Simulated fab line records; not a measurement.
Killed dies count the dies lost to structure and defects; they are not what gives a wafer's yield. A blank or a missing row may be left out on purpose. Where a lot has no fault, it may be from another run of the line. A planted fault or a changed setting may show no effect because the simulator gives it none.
2 desks looking at one fault    flow sky130    what lay behind the numbers comes last; until then each desk has only its own

## DESK OF THE TOOL OWNER: litho_track-04
At SKY_GATE_OXIDE_SOFTBAKE_06 (time 60 s), the tool's own readings, given per lot that ran on this tool as the mean of the sampled wafers with a number. The brackets show how far a lot's mean lies from the usual mean; more than 4 standard deviations puts the lot out of limits, marked OUT.
Columns: A = heater_power_total_W at SKY_GATE_OXIDE_SOFTBAKE_06, usual 56.59 W; B = plate_temp_C at SKY_GATE_OXIDE_SOFTBAKE_06, usual 90.00 C
lot   first seen here  A                B
L894  day 16 22:37     56.59            90.02
L895  day 17 18:31     56.59            90.02
L898  day 18 15:58     58.18 (+32) OUT  91.70 (+13) OUT
L899  day 19 01:41     58.19 (+32) OUT  91.86 (+14) OUT
This desk finds L898, L899 out of limits, L898 being first, at day 18 15:58 (heater_power_total_W at SKY_GATE_OXIDE_SOFTBAKE_06). L894, L895 stayed within limits.

## METROLOGY DESK
What the gauges read for every lot (on any tool): the sampled wafers with a number, averaged. The brackets show how far a lot's mean lies from the usual mean; more than 4 standard deviations puts the lot out of limits, marked OUT.
Columns: A = DNWELL_TW at SKY_DNWELL_TW_MEAS_09, usual 1104
lot   first seen here  A
L884  day 3 11:55      1102
L885  day 3 17:22      1104
L887  day 4 05:19      1100
L888  day 4 10:07      1110
L893  day 5 09:47      1098
L894  day 5 12:41      1109
L895  day 6 01:38      1098
L897  day 6 10:07      1103
L898  day 6 15:04      1105
L899  day 6 21:31      1098
L901  day 7 08:44      1107
L906  day 8 09:31      1102
This desk found nothing out of limits on any of the 12 lots.

## ALL TOGETHER
An alarm could have come from the tool owner's desk at day 18 15:58, on L898, L899.
The metrology desk saw nothing out of limits.
The metrology desk has L898, L899 on record, within its limits.
All the named lots went through SKY_GATE_OXIDE_SOFTBAKE_06 on litho_track-04.

## WHAT HAD BEEN PUT IN BY THE SIMULATOR
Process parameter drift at SKY_GATE_OXIDE_SOFTBAKE_06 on litho_track-04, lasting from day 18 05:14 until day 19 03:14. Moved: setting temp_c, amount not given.
Shown lots that were struck: L898, L899.
Delay in hours, fault start to first out-of-limits reading, by desk: the tool owner's desk at 11.
